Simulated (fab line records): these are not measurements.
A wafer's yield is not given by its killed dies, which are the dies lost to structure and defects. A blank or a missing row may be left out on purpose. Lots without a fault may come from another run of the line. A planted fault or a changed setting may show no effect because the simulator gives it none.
Which tool is to blame? | flow gf180mcu | 36 wafers from 12 lots sampled at 2 of the route's 602 steps

## WHAT THE GAUGES SHOWED, per wafer
GF_M2_CD_MEAS_14: the cd target is 280 nm.
lot  | measured     | on        | cd nm (nm)
L075 | day 19 13:03 | cd sem-01 | 280.1 280.4 280.5
L077 | day 20 08:59 | cd sem-01 | 279.6 280.1 280.3
L079 | day 21 07:20 | cd sem-01 | 282.8 282.1 281.8
L081 | day 21 22:19 | cd sem-01 | 280.4 280.8 280.3
L083 | day 23 05:10 | cd sem-02 | 279.8 281.4 281.8
L085 | day 23 13:48 | cd sem-01 | 281.8 281.9 280.8
L087 | day 24 10:26 | cd sem-02 | 281.7 281.3 281.4
L089 | day 24 21:16 | cd sem-02 | 279.4 279.4 279.4
L091 | day 25 13:22 | cd sem-01 | 279.7 279.9 279.3
L093 | day 26 05:05 | cd sem-02 | 281.0 280.6 280.7
L095 | day 26 14:55 | cd sem-01 | 281.7 281.2 280.9
L097 | day 27 10:23 | cd sem-02 | 278.0 277.3 276.9

## WHAT TOOL EACH LOT RAN ON (gives the tool, then ch and the chambers of the sampled wafers, and finally the start)
lot  | GF_SAB_ETCH_11
L075 | rie diel-04 ch 1,2,3, day 15 10:47
L077 | rie diel-04 ch 0,1,3, day 16 03:52
L079 | rie diel-04 ch 0,2,3, day 17 01:22
L081 | rie diel-04 ch 1,3, day 17 16:41
L083 | rie diel-04 ch 1,2, day 18 23:16
L085 | rie diel-01 ch 0,1, day 19 08:07
L087 | rie diel-04 ch 0,2, day 20 06:22
L089 | rie diel-01 ch 0,1, day 20 19:28
L091 | rie diel-01 ch 1,3, day 21 11:07
L093 | rie diel-01 ch 0,1,2, day 22 05:28
L095 | rie diel-04 ch 0,2,3, day 22 15:14
L097 | rie diel-02 ch 0,1,3, day 23 13:35
- GF_SAB_ETCH_11: etches SiO2 in C4F8/O2/Ar, target depth 55 nm, time 8.5 s.

## THE ANSWER, worked out from the rows above alone
Rule: the lots themselves supply what counts as usual. The widest of any qualifying gaps counts: lots, ordered by their means at a reading, are off when they make up no more than a third of the lots, leave a main group of 4 or more, and stand apart from it by 3 or more times the standard deviation of that group's means. Not used: any main group whose means are identical at the precision the tables above print for the reading. Also off: a lot with no number at a reading for which 4 or more lots have one. Where the step has rows for the other lots, those lots are counted as sound.
None of the lots is off at any reading shown; this tells nothing.

## WHAT WAS PUT IN BY THE SIMULATOR
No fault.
